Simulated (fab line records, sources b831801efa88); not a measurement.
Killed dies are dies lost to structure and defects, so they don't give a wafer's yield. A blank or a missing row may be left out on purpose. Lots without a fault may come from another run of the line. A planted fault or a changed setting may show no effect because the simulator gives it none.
fab line records | flow sky130
record lots=12 wafers=36 last_day=50
route steps=708 shown VIA2@520 VIA3@595 VIA4@639 PAD_OPEN@708
lots that met no fault: from a run of the same line without faults
start_h: hours from the record's first day to the start of the lot's first wafer shown | wait_h: hours since the lot's step before | " the same as in the row above | L1.1+2: a row that stands for several wafers | - no value, or no start given | * or withheld: withheld | < > ~ a bound
route shown NAME@n: a module of which the file shows steps, and the number in the route of the first | usual: mean/standard deviation of fault-free wafers | same: alike in all rows | chamber/n: place in a boat | sites: the reading at each site | _std_site: their standard deviation | _edge_site: outer sites' mean less inner sites' | radius_mm: how far each site lies from the wafer's centre | mask NAME#n: copy n | behind: the tool/chamber that last shaped the wafer | hold: why the lot was held/for how many hours/how that ended | device: the transistor (n, p or np) that didn't switch | end of line: the same wafers' tests at the end of the route | a step without rows: its recipe alone | killed: dies lost to structure and defects at the first sort, not the wafer's yield | map: a wafer's dies, x killed, . not, _ none there
set.NAME: the setting as run; set.NAME@STEP: as run at that earlier step | model.NAME: the simulator's own value behind a step, which no gauge read
steps of the route over a sample of lots; a table a step, a row a wafer
services: from which hour (start_h, from the record's first day; less than 0 if before it) a tool's chamber was out of use, for how many hours, and why
## steps
# step SKY_VIA2_OVL_MEAS_13
# usual VIA2_OVL=0/6.1
# columns lot.wafer tool chamber start_h wait_h VIA2_OVL[nm]
L256.2 overlay-01 - 838.24 0.1 4
L256.3 " - " " 4
L256.5 " - " " 0
L257.1 overlay-01 - 857.98 0.1 7
L257.4 " - " " 10
L257.6 " - " " 10
L259.3 overlay-02 - 881.34 0.1 3
L259.5 " - " " -5
L259.6 " - " " -3
L260.2 overlay-01 - 886.06 0.1 1
L260.3 " - " " -6
L260.5 " - " " 3
L266.2 overlay-01 - 936.34 0.1 2
L266.3 " - " " 3
L266.5 " - " " 5
L267.2 overlay-01 - 946.21 0.1 -4
L267.3 " - " " -6
L267.4 " - " " -4
L271.2 overlay-01 - 961.14 0.1 -2
L271.3 " - " " 5
L271.4 " - " " -2
L273.1 overlay-01 - 972.68 0.1 -1
L273.4 " - " " 0
L273.6 " - " " -6
L274.1 overlay-01 - 973.30 0.1 -6
L274.2 " - " " -16
L274.3 " - " " -2
L275.2 overlay-02 - 990.87 0.1 5
L275.4 " - " " 1
L275.5 " - " " 3
L277.1 overlay-01 - 999.33 0.1 -15
L277.3 " - " " -11
L277.4 " - " " -1
L279.2 overlay-01 - 1009.81 0.1 3
L279.5 " - " " 11
L279.6 " - " " 4
# step SKY_VIA2_CVD_21
# recipe material=W target_thk_nm=420 time_s=126.4 temp_c=400 pressure_torr=40
# usual heater_power_w=804/50
# columns lot.wafer tool chamber start_h wait_h heater_power_w
L256.2 cvd_w-01 0 839.02 0.0 782
L256.3 " 1 " " 805
L256.5 " 1 " " 766
L257.1 cvd_w-02 0 858.77 0.0 930
L257.4 " 0 " " 915
L257.6 " 0 " " 912
L259.3 cvd_w-02 1 882.17 0.1 806
L259.5 " 0 " " 892
L259.6 " 1 " " 796
L260.2 cvd_w-02 0 886.85 0.0 943
L260.3 " 0 " " 939
L260.5 " 0 " " 877
L266.2 cvd_w-01 1 937.17 0.0 773
L266.3 " 0 " " 744
L266.5 " 0 " " 794
L267.2 cvd_w-01 0 947.00 0.0 779
L267.3 " 1 " " 772
L267.4 " 0 " " 783
L271.2 cvd_w-02 1 961.93 0.0 816
L271.3 " 0 " " 867
L271.4 " 1 " " 792
L273.1 cvd_w-02 0 973.48 0.0 872
L273.4 " 0 " " 893
L273.6 " 1 " " 819
L274.1 cvd_w-02 1 974.10 0.0 793
L274.2 " 0 " " 891
L274.3 " 1 " " 798
L275.2 cvd_w-02 1 992.05 0.0 799
L275.4 " 1 " " 798
L275.5 " 0 " " 878
L277.1 cvd_w-01 0 1000.64 0.0 765
L277.3 " 0 " " 798
L277.4 " 1 " " 765
L279.2 cvd_w-01 0 1010.60 0.0 762
L279.5 " 0 " " 768
L279.6 " 1 " " 794
# step SKY_VIA3_RS_MEAS_22
# recipe thk_meas_gauge=four-point-probe reads=W_of_VIA3_CVD_21+TiN_of_VIA3_SPUTTER_20
# usual VIA3_W_RS=0.295/0.0036
# columns lot.wafer tool chamber start_h wait_h VIA3_W_RS[ohm/sq]
L256.2 film_metro-02 - 920.23 0.1 0.296
L256.3 " - " " 0.294
L256.5 " - " " 0.293
L257.1 film_metro-03 - 940.55 0.1 0.293
L257.4 " - " " 0.293
L257.6 " - " " 0.293
L259.3 film_metro-01 - 961.12 0.1 0.301
L259.5 " - " " 0.288
L259.6 " - " " 0.294
L260.2 film_metro-01 - 965.76 0.2 0.295
L260.3 " - " " 0.293
L260.5 " - " " 0.290
L266.2 film_metro-02 - 1011.96 0.1 0.295
L266.3 " - " " 0.294
L266.5 " - " " 0.288
L267.2 film_metro-02 - 1021.92 0.1 0.293
L267.3 " - " " 0.292
L267.4 " - " " 0.292
L271.2 film_metro-02 - 1035.45 0.1 0.295
L271.3 " - " " 0.294
L271.4 " - " " 0.295
L273.1 film_metro-01 - 1046.98 0.1 0.287
L273.4 " - " " 0.290
L273.6 " - " " 0.291
L274.1 film_metro-01 - 1047.20 0.1 0.292
L274.2 " - " " 0.294
L274.3 " - " " 0.292
L275.2 film_metro-01 - 1063.57 0.1 0.297
L275.4 " - " " 0.298
L275.5 " - " " 0.293
L277.1 film_metro-02 - 1072.52 0.1 0.299
L277.3 " - " " 0.295
L277.4 " - " " 0.295
L279.2 film_metro-02 - 1080.78 0.1 0.298
L279.5 " - " " 0.299
L279.6 " - " " 0.298
# step SKY_VIA4_HDPCVD_00
# recipe material=SiO2 target_thk_nm=1750 sigma_open_frac=0.3 time_s=291.7 temp_c=400 sih4_flow_sccm=60 pressure_mtorr=6
# usual sih4_flow_sccm=60.02/0.19
# columns lot.wafer tool chamber start_h wait_h sih4_flow_sccm
L256.2 hdpcvd-01 1 971.65 0.0 59.77
L256.3 " 2 " " 59.87
L256.5 " 0 " " 59.69
L257.1 hdpcvd-02 1 991.06 0.0 59.66
L257.4 " 1 " " 59.81
L257.6 " 2 " " 60.61
L259.3 hdpcvd-02 1 1010.75 0.0 48.27
L259.5 " 2 " " 48.04
L259.6 " 1 " " 48.25
L260.2 hdpcvd-02 2 1014.24 0.0 48.15
L260.3 " 0 " " 48.04
L260.5 " 1 " " 47.70
L266.2 hdpcvd-01 1 1060.41 0.0 59.80
L266.3 " 2 " " 60.21
L266.5 " 1 " " 59.95
L267.2 hdpcvd-01 1 1068.57 0.0 59.79
L267.3 " 0 " " 60.03
L267.4 " 2 " " 59.77
L271.2 hdpcvd-02 1 1080.85 0.0 60.19
L271.3 " 0 " " 59.79
L271.4 " 1 " " 60.15
L273.1 hdpcvd-01 2 1092.16 0.0 59.98
L273.4 " 0 " " 59.70
L273.6 " 2 " " 59.93
L274.1 hdpcvd-02 1 1092.51 0.0 59.93
L274.2 " 0 " " 59.90
L274.3 " 2 " " 60.02
L275.2 hdpcvd-02 0 1106.27 0.0 59.91
L275.4 " 1 " " 59.86
L275.5 " 0 " " 60.11
L277.1 hdpcvd-01 2 1115.69 0.0 60.06
L277.3 " 1 " " 60.15
L277.4 " 2 " " 60.08
L279.2 hdpcvd-02 2 1123.53 0.0 60.09
L279.5 " 1 " " 59.97
L279.6 " 2 " " 59.87
# step SKY_VIA4_THK_MEAS_01
# recipe reads=SiO2_of_VIA4_HDPCVD_00
# usual VIA4_HDPCVD_THK=1737/19
# columns lot.wafer tool chamber start_h wait_h hold VIA4_HDPCVD_THK[nm]
L256.2 film_metro-01 - 971.84 0.1 - 1735
L256.3 " - " " - 1741
L256.5 " - " " - 1733
L257.1 film_metro-03 - 991.33 0.2 - 1751
L257.4 " - " " - 1752
L257.6 " - " " - 1717
L259.3 film_metro-01 - 1010.95 0.1 await_dispo/0.2h/release 1394
L259.5 " - " " await_dispo/0.2h/release 1385
L259.6 " - " " await_dispo/0.2h/release 1368
L259.3 film_metro-01 - 1011.18 0.2 - 1395
L259.5 " - " " - 1385
L259.6 " - " " - 1369
L260.2 film_metro-04 - 1014.42 0.1 await_dispo/0.2h/release 1382
L260.3 " - " " await_dispo/0.2h/release 1385
L260.5 " - " " await_dispo/0.2h/release 1386
L260.2 film_metro-04 - 1014.65 0.2 - 1381
L260.3 " - " " - 1384
L260.5 " - " " - 1387
L266.2 film_metro-04 - 1060.60 0.1 - 1724
L266.3 " - " " - 1747
L266.5 " - " " - 1724
L267.2 film_metro-01 - 1068.76 0.1 - 1704
L267.3 " - " " - 1745
L267.4 " - " " - 1756
L271.2 film_metro-04 - 1081.04 0.1 - 1750
L271.3 " - " " - 1730
L271.4 " - " " - 1750
L273.1 film_metro-04 - 1092.34 0.1 - 1780
L273.4 " - " " - 1773
L273.6 " - " " - 1766
L274.1 film_metro-04 - 1092.69 0.1 - 1751
L274.2 " - " " - 1745
L274.3 " - " " - 1723
L275.2 film_metro-01 - 1106.46 0.1 - 1710
L275.4 " - " " - 1759
L275.5 " - " " - 1709
L277.1 film_metro-01 - 1115.87 0.1 - 1762
L277.3 " - " " - 1723
L277.4 " - " " - 1762
L279.2 film_metro-04 - 1123.72 0.1 - 1705
L279.5 " - " " - 1765
L279.6 " - " " - 1709
# step SKY_PAD_OPEN_PROBE_99
# usual defect_limited_yield=82.3/2 killed_at_M0_to_M3=44/7.5 killed_at_M4_up=2.9/1.8 killed_at_contacts=24/5.1 killed_at_front_end=16/4.7 killed_at_other=0.3/0.46 killed_dies=87/9.9 killed_on_rim=17/4.5 killed_open=47/8 killed_short=39/6.3 sort_bin_3_pad_short=0.8/0.43 sort_bin_5_function=10.6/1.6 sort_bin_6_memory=6.3/1.1 sort_n_pass=405/9.9 sort_yield_pct=82.3/2
# same gross_dies=492 killed_at_back_side=0 sort_bin_4_leakage[%]=0 sort_bin_8_speed[%]=0
# columns lot.wafer tool chamber start_h wait_h defect_limited_yield[%] killed_at_M0_to_M3 killed_at_M4_up killed_at_contacts killed_at_front_end killed_at_other killed_dies killed_on_rim killed_open killed_short sort_bin_3_pad_short[%] sort_bin_5_function[%] sort_bin_6_memory[%] sort_n_pass sort_yield_pct[%]
L256.2 prober-01 - 1068.30 0.1 82.5 40 2 22 22 0 86 12 54 32 0.8 11.0 5.7 406 82.5
L256.3 prober-01 - 1068.35 0.2 84.8 31 4 26 14 0 75 13 37 38 0 10.0 5.3 417 84.8
L256.5 prober-01 - 1068.45 0.2 85.4 39 2 20 11 0 72 14 44 28 0.4 8.1 6.1 420 85.4
L257.1 prober-01 - 1085.00 0.1 80.7 52 1 21 21 0 95 12 48 47 1.8 11.6 5.9 397 80.7
L257.4 prober-01 - 1085.15 0.2 78.9 61 5 15 22 1 104 19 52 51 0.6 13.6 6.9 388 78.9
L257.6 prober-01 - 1085.25 0.2 82.1 52 2 28 6 0 88 17 49 39 1.2 11.4 5.3 404 82.1
L259.3 prober-02 - 1102.45 0.2 80.9 47 2 29 15 1 94 17 55 38 0.6 11.8 6.7 398 80.9
L259.5 prober-02 - 1102.55 0.2 84.6 47 2 18 9 0 76 18 39 36 0.6 9.1 5.7 416 84.6
L259.6 prober-02 - 1102.60 0.2 81.3 56 1 21 13 1 92 17 47 43 0.4 12.2 6.1 400 81.3
L260.2 prober-01 - 1103.75 0.1 83.9 48 1 18 11 1 79 11 35 43 0.4 9.3 6.3 413 83.9
L260.3 prober-01 - 1103.80 0.2 84.8 42 1 23 8 1 75 21 42 31 0.6 8.1 6.5 417 84.8
L260.5 prober-01 - 1103.90 0.2 79.1 60 3 23 16 1 103 23 49 53 1.2 13.2 6.5 389 79.1
L266.2 prober-02 - 1145.30 0.1 81.3 39 0 28 25 0 92 20 63 29 0.6 9.1 8.9 400 81.3
L266.3 prober-02 - 1145.35 0.2 81.7 39 2 27 21 1 90 20 47 41 1.2 10.6 6.5 402 81.7
L266.5 prober-02 - 1145.45 0.2 81.5 46 3 17 25 0 91 27 53 34 0.4 12.2 5.9 401 81.5
L267.2 prober-02 - 1154.25 0.1 83.3 42 1 22 17 0 82 14 47 35 0.6 9.8 6.3 410 83.3
L267.3 prober-02 - 1154.30 0.2 81.5 45 2 24 20 0 91 22 62 29 0.8 11.0 6.7 401 81.5
L267.4 prober-02 - 1154.35 0.2 84.6 33 2 24 16 1 76 10 41 35 1.0 10.4 4.1 416 84.6
L271.2 prober-02 - 1163.55 0.1 82.3 48 5 24 10 0 87 14 41 45 1.4 10.0 6.3 405 82.3
L271.3 prober-02 - 1163.60 0.2 82.1 52 7 19 10 0 88 19 59 29 1.0 11.4 5.5 404 82.1
L271.4 prober-02 - 1163.65 0.2 81.3 38 5 33 15 1 92 18 56 31 1.2 10.0 7.5 400 81.3
L273.1 prober-02 - 1173.88 0.1 78.0 56 0 33 19 0 108 10 65 42 0.6 13.4 7.9 384 78.0
L273.4 prober-02 - 1174.03 0.2 80.3 53 3 33 8 0 97 23 50 47 0.6 13.2 5.9 395 80.3
L273.6 prober-02 - 1174.13 0.2 81.3 50 1 31 9 1 92 25 58 34 0.8 12.2 5.7 400 81.3
L274.1 prober-01 - 1174.47 0.1 84.1 32 3 24 19 0 78 17 36 42 0.8 7.9 7.1 414 84.1
L274.2 prober-01 - 1174.52 0.1 81.7 49 2 23 16 0 90 17 59 31 1.4 11.8 5.1 402 81.7
L274.3 prober-01 - 1174.57 0.2 80.1 44 3 29 21 1 98 18 57 41 1.8 11.6 6.5 394 80.1
L275.2 prober-02 - 1184.65 0.1 81.3 51 1 25 14 1 92 20 45 47 1.0 11.0 6.7 400 81.3
L275.4 prober-02 - 1184.75 0.2 86.4 33 3 21 8 2 67 11 39 28 0.6 9.8 3.3 425 86.4
L275.5 prober-02 - 1184.80 0.2 81.7 51 0 21 18 0 90 19 46 43 0.8 11.4 6.1 402 81.7
L277.1 prober-02 - 1192.30 0.1 84.1 49 2 15 12 0 78 13 37 41 1.2 8.5 6.1 414 84.1
L277.3 prober-02 - 1192.40 0.2 87.6 33 1 20 7 0 61 7 31 30 1.0 6.3 5.1 431 87.6
L277.4 prober-02 - 1192.45 0.2 81.5 51 4 27 9 0 91 17 57 34 0.4 11.2 6.9 401 81.5
L279.2 prober-02 - 1198.25 0.1 80.7 44 1 33 17 0 95 20 64 31 0.4 13.2 5.7 397 80.7
L279.5 prober-02 - 1198.40 0.2 80.7 53 1 18 22 1 95 20 54 40 0.8 11.0 7.5 397 80.7
L279.6 prober-02 - 1198.45 0.2 83.3 30 4 26 22 0 82 16 39 43 1.6 8.5 6.5 410 83.3
# killed by level:class
L256.2 VIA1:geometric_particle:open=12 LI_CONTACT:geometric_particle:open=8 VIA3:geometric_particle:open=8 CONTACT:geometric_particle:short=6 FIELD_ISO:geometric_particle:short=5 POLY_GATE:geometric_particle:short=5 VIA2:geometric_particle:open=5 POLY_GATE:geometric_particle:open=4
L256.3 LI_CONTACT:geometric_particle:open=9 VIA1:geometric_particle:open=8 CONTACT:geometric_particle:short=7 VIA2:geometric_particle:open=7 CONTACT:geometric_particle:open=7 POLY_GATE:geometric_particle:short=6 FIELD_ISO:geometric_particle:short=4 METAL4:geometric_particle:short=4
L256.5 CONTACT:geometric_particle:open=13 VIA2:geometric_particle:open=9 VIA1:geometric_particle:short=5 VIA2:geometric_particle:short=5 VIA1:geometric_particle:open=4 FIELD_ISO:geometric_particle:open=3 POLY_GATE:geometric_particle:open=3 SPACER:geometric_particle:open=3
L257.1 VIA1:geometric_particle:open=12 CONTACT:geometric_particle:open=7 VIA1:geometric_particle:short=7 VIA2:geometric_particle:open=7 VIA3:geometric_particle:open=7 FIELD_ISO:geometric_particle:short=6 POLY_GATE:geometric_particle:short=5 LI_CONTACT:geometric_particle:open=5
L257.4 VIA1:geometric_particle:open=15 VIA2:geometric_particle:open=10 VIA1:geometric_particle:short=8 FIELD_ISO:geometric_particle:short=7 METAL2:geometric_particle:short=6 LI_CONTACT:geometric_particle:open=5 METAL4:geometric_particle:short=5 FIELD_ISO:geometric_particle:open=4
L257.6 VIA1:geometric_particle:open=14 VIA3:geometric_particle:open=10 CONTACT:geometric_particle:open=10 LI_CONTACT:geometric_particle:open=6 METAL1:geometric_particle:short=5 VIA1:geometric_particle:short=5 LI_CONTACT:geometric_particle:short=4 VIA2:geometric_particle:short=4
L259.3 LI_CONTACT:geometric_particle:open=10 CONTACT:geometric_particle:open=10 VIA1:geometric_particle:open=10 VIA2:geometric_particle:open=8 METAL2:geometric_particle:short=6 POLY_GATE:geometric_particle:short=5 VIA3:geometric_particle:open=5 FIELD_ISO:geometric_particle:open=4
L259.5 VIA1:geometric_particle:open=7 VIA2:geometric_particle:open=6 VIA2:geometric_particle:short=5 LI_CONTACT:geometric_particle:open=5 METAL2:geometric_particle:short=5 METAL1:geometric_particle:short=5 VIA1:geometric_particle:short=5 VIA3:geometric_particle:open=5
L259.6 VIA1:geometric_particle:open=16 METAL1:geometric_particle:short=9 METAL2:geometric_particle:short=8 LI_CONTACT:geometric_particle:open=7 CONTACT:geometric_particle:open=6 VIA3:geometric_particle:open=6 VIA1:geometric_particle:short=5 FIELD_ISO:geometric_particle:open=4
L260.2 VIA1:geometric_particle:short=11 VIA3:geometric_particle:open=8 VIA1:geometric_particle:open=7 METAL2:geometric_particle:short=7 CONTACT:geometric_particle:open=6 FIELD_ISO:geometric_particle:short=4 LI_CONTACT:geometric_particle:open=4 VIA2:geometric_particle:open=4
L260.3 VIA1:geometric_particle:open=12 CONTACT:geometric_particle:open=11 VIA2:geometric_particle:open=8 METAL1:geometric_particle:short=7 LI_CONTACT:geometric_particle:open=4 VIA1:geometric_particle:short=4 METAL2:geometric_particle:short=4 FIELD_ISO:geometric_particle:short=3
L260.5 VIA1:geometric_particle:open=14 METAL1:geometric_particle:short=8 VIA1:geometric_particle:short=8 VIA2:geometric_particle:open=8 VIA3:geometric_particle:open=7 FIELD_ISO:geometric_particle:short=6 LI_CONTACT:geometric_particle:open=6 METAL2:geometric_particle:short=5
L266.2 VIA1:geometric_particle:open=14 CONTACT:geometric_particle:open=12 VIA3:geometric_particle:open=10 LI_CONTACT:geometric_particle:open=7 POLY_GATE:geometric_particle:short=6 SPACER:geometric_particle:open=6 POLY_GATE:geometric_particle:open=5 VIA2:geometric_particle:open=5
L266.3 CONTACT:geometric_particle:open=11 VIA1:geometric_particle:open=9 VIA3:geometric_particle:open=8 METAL1:geometric_particle:short=7 POLY_GATE:geometric_particle:open=6 LI_CONTACT:geometric_particle:open=6 FIELD_ISO:geometric_particle:short=5 LOCAL_INTERCONNECT:geometric_particle:short=4
L266.5 VIA1:geometric_particle:open=15 POLY_GATE:geometric_particle:open=9 VIA2:geometric_particle:open=7 VIA3:geometric_particle:open=7 LI_CONTACT:geometric_particle:open=6 CONTACT:geometric_particle:short=5 VIA1:geometric_particle:short=4 FIELD_ISO:geometric_particle:open=3
L267.2 VIA1:geometric_particle:open=11 VIA3:geometric_particle:open=11 LI_CONTACT:geometric_particle:open=8 CONTACT:geometric_particle:short=8 FIELD_ISO:geometric_particle:open=6 METAL1:geometric_particle:short=5 METAL2:geometric_particle:short=5 FIELD_ISO:geometric_particle:short=4
L267.3 VIA3:geometric_particle:open=15 CONTACT:geometric_particle:open=13 FIELD_ISO:geometric_particle:open=9 VIA2:geometric_particle:open=8 VIA1:geometric_particle:open=7 VIA1:geometric_particle:short=5 FIELD_ISO:geometric_particle:short=4 LOCAL_INTERCONNECT:geometric_particle:short=4
L267.4 VIA3:geometric_particle:open=8 FIELD_ISO:geometric_particle:open=6 LI_CONTACT:geometric_particle:open=6 LOCAL_INTERCONNECT:geometric_particle:short=6 METAL1:geometric_particle:short=6 CONTACT:geometric_particle:open=5 METAL2:geometric_particle:short=5 VIA2:geometric_particle:open=5
L271.2 LOCAL_INTERCONNECT:geometric_particle:short=7 METAL1:geometric_particle:short=7 VIA1:geometric_particle:open=7 LI_CONTACT:geometric_particle:open=5 METAL3:geometric_particle:short=5 VIA3:geometric_particle:short=5 METAL1:geometric_particle:open=5 VIA2:geometric_particle:open=5
L271.3 VIA1:geometric_particle:open=13 LI_CONTACT:geometric_particle:open=8 VIA3:geometric_particle:open=8 VIA2:geometric_particle:open=7 METAL4:geometric_particle:short=5 CONTACT:geometric_particle:open=4 METAL1:geometric_particle:short=4 METAL3:geometric_particle:short=4
L271.4 CONTACT:geometric_particle:open=17 VIA3:geometric_particle:open=10 VIA1:geometric_particle:open=9 LOCAL_INTERCONNECT:geometric_particle:short=6 LI_CONTACT:geometric_particle:open=6 METAL1:geometric_particle:short=4 FIELD_ISO:geometric_particle:short=3 CONTACT:geometric_particle:short=3
L273.1 VIA1:geometric_particle:open=13 LI_CONTACT:geometric_particle:open=11 CONTACT:geometric_particle:open=10 VIA3:geometric_particle:open=8 VIA2:geometric_particle:open=7 VIA1:geometric_particle:short=6 LOCAL_INTERCONNECT:geometric_particle:short=6 METAL2:geometric_particle:short=6
L273.4 VIA1:geometric_particle:open=12 LI_CONTACT:geometric_particle:open=9 CONTACT:geometric_particle:open=9 METAL1:geometric_particle:short=7 VIA1:geometric_particle:short=7 LI_CONTACT:geometric_particle:short=6 VIA3:geometric_particle:open=6 METAL2:geometric_particle:short=6
L273.6 VIA1:geometric_particle:open=12 LI_CONTACT:geometric_particle:open=11 CONTACT:geometric_particle:open=9 LOCAL_INTERCONNECT:geometric_particle:short=6 VIA3:geometric_particle:open=6 METAL2:geometric_particle:short=5 VIA2:geometric_particle:open=5 METAL3:geometric_particle:short=5
L274.1 CONTACT:geometric_particle:open=9 POLY_GATE:geometric_particle:short=6 LI_CONTACT:geometric_particle:open=6 VIA2:geometric_particle:short=6 FIELD_ISO:geometric_particle:open=5 VIA1:geometric_particle:short=5 VIA1:geometric_particle:open=5 CONTACT:geometric_particle:short=4
L274.2 VIA1:geometric_particle:open=16 CONTACT:geometric_particle:open=12 METAL1:geometric_particle:short=7 VIA2:geometric_particle:open=6 VIA3:geometric_particle:open=6 FIELD_ISO:geometric_particle:open=4 FIELD_ISO:geometric_particle:short=4 POLY_GATE:geometric_particle:open=4
L274.3 VIA1:geometric_particle:open=18 CONTACT:geometric_particle:open=13 LI_CONTACT:geometric_particle:open=7 POLY_GATE:geometric_particle:open=6 CONTACT:geometric_particle:short=6 METAL2:geometric_particle:short=6 VIA3:geometric_particle:open=6 FIELD_ISO:geometric_particle:short=5
L275.2 VIA2:geometric_particle:open=11 LI_CONTACT:geometric_particle:open=9 VIA3:geometric_particle:open=9 CONTACT:geometric_particle:short=7 VIA1:geometric_particle:open=6 METAL3:geometric_particle:short=5 VIA3:geometric_particle:short=5 FIELD_ISO:geometric_particle:short=4
L275.4 CONTACT:geometric_particle:open=12 METAL1:geometric_particle:short=8 VIA3:geometric_particle:open=6 METAL3:geometric_particle:short=5 VIA2:geometric_particle:open=4 LI_CONTACT:geometric_particle:open=4 FIELD_ISO:geometric_particle:open=3 VIA1:geometric_particle:open=3
L275.5 VIA2:geometric_particle:open=9 METAL1:geometric_particle:short=8 VIA3:geometric_particle:open=8 CONTACT:geometric_particle:open=7 VIA1:geometric_particle:open=7 VIA1:geometric_particle:short=7 LI_CONTACT:geometric_particle:open=6 FIELD_ISO:geometric_particle:open=5
L277.1 VIA1:geometric_particle:open=11 METAL2:geometric_particle:short=7 VIA2:geometric_particle:open=7 LI_CONTACT:geometric_particle:open=6 VIA3:geometric_particle:short=6 CONTACT:geometric_particle:short=5 VIA2:geometric_particle:short=4 METAL3:geometric_particle:short=4
L277.3 VIA2:geometric_particle:open=7 CONTACT:geometric_particle:open=6 CONTACT:geometric_particle:short=5 METAL2:geometric_particle:short=5 VIA1:geometric_particle:open=5 VIA3:geometric_particle:open=4 METAL1:geometric_particle:short=4 LI_CONTACT:geometric_particle:open=3
L277.4 CONTACT:geometric_particle:open=11 VIA1:geometric_particle:open=10 VIA3:geometric_particle:open=10 VIA2:geometric_particle:open=9 LI_CONTACT:geometric_particle:open=5 METAL2:geometric_particle:short=5 FIELD_ISO:geometric_particle:open=4 LI_CONTACT:geometric_particle:short=4
L279.2 VIA1:geometric_particle:open=17 CONTACT:geometric_particle:open=16 LI_CONTACT:geometric_particle:open=10 VIA3:geometric_particle:open=6 POLY_GATE:geometric_particle:short=5 POLY_GATE:geometric_particle:open=5 CONTACT:geometric_particle:short=5 VIA1:geometric_particle:short=5
L279.5 VIA1:geometric_particle:open=12 LI_CONTACT:geometric_particle:open=9 FIELD_ISO:geometric_particle:open=7 VIA2:geometric_particle:open=7 METAL1:geometric_particle:short=6 VIA3:geometric_particle:open=6 VIA2:geometric_particle:short=6 FIELD_ISO:geometric_particle:short=5
L279.6 FIELD_ISO:geometric_particle:short=9 LI_CONTACT:geometric_particle:open=9 CONTACT:geometric_particle:open=9 VIA2:geometric_particle:open=5 VIA1:geometric_particle:open=5 VIA3:geometric_particle:open=5 POLY_GATE:geometric_particle:short=4 METAL2:geometric_particle:short=4
## services
# columns tool chamber start_h hours kind
hdpcvd-01 2 821.97 16.0 repair
hdpcvd-01 0 843.79 5.3 repair
hdpcvd-01 - 865.72 1.6 repair
cvd_w-01 1 881.65 16.4 repair
cvd_w-02 - 904.00 14.0 pm
cvd_w-02 0 904.00 14.0 vent_cycle
cvd_w-02 1 904.00 14.0 vent_cycle
cvd_w-02 0 918.00 - clean
cvd_w-02 1 918.00 - clean
hdpcvd-01 0 920.10 9.0 repair
hdpcvd-01 - 939.86 4.6 repair
hdpcvd-01 - 950.25 2.2 repair
hdpcvd-02 - 950.25 15.0 pm
hdpcvd-02 0 950.25 15.0 vent_cycle
hdpcvd-02 1 950.25 15.0 vent_cycle
hdpcvd-02 2 950.25 15.0 vent_cycle
hdpcvd-02 0 951.00 2.0 repair
hdpcvd-01 - 952.05 0.6 repair
cvd_w-01 1 962.51 17.1 repair
hdpcvd-02 - 965.25 14.6 pm
hdpcvd-02 0 980.43 25.7 repair
cvd_w-01 - 987.04 6.0 pm
cvd_w-01 1 1033.00 10.3 repair
cvd_w-01 - 1061.72 2.3 repair
## key
first_sign step=SKY_VIA4_HDPCVD_00 reading=sih4_flow_sccm direction=down sigmas=63 usual=60.02 struck=48.08
effect step=SKY_VIA4_THK_MEAS_01 reading=visit direction=added
effect step=SKY_VIA4_THK_MEAS_01 reading=VIA4_HDPCVD_THK direction=down sigmas=19 usual=1737 struck=1383
met_at SKY_VIA4_HDPCVD_00
struck_lots L259,L260
not_acting_at SKY_VIA2_OVL_MEAS_13,SKY_VIA2_CVD_21,SKY_VIA3_RS_MEAS_22
onset_between 991.06 1010.75
fault kind=process_parameter_drift tool=hdpcvd-02 chamber=- onset_h=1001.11 steps=SKY_VIA4_HDPCVD_00 channel=sih4_flow_sccm offset=-12 shape=step end_h=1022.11 acts_in=these_recipes_only stated=60
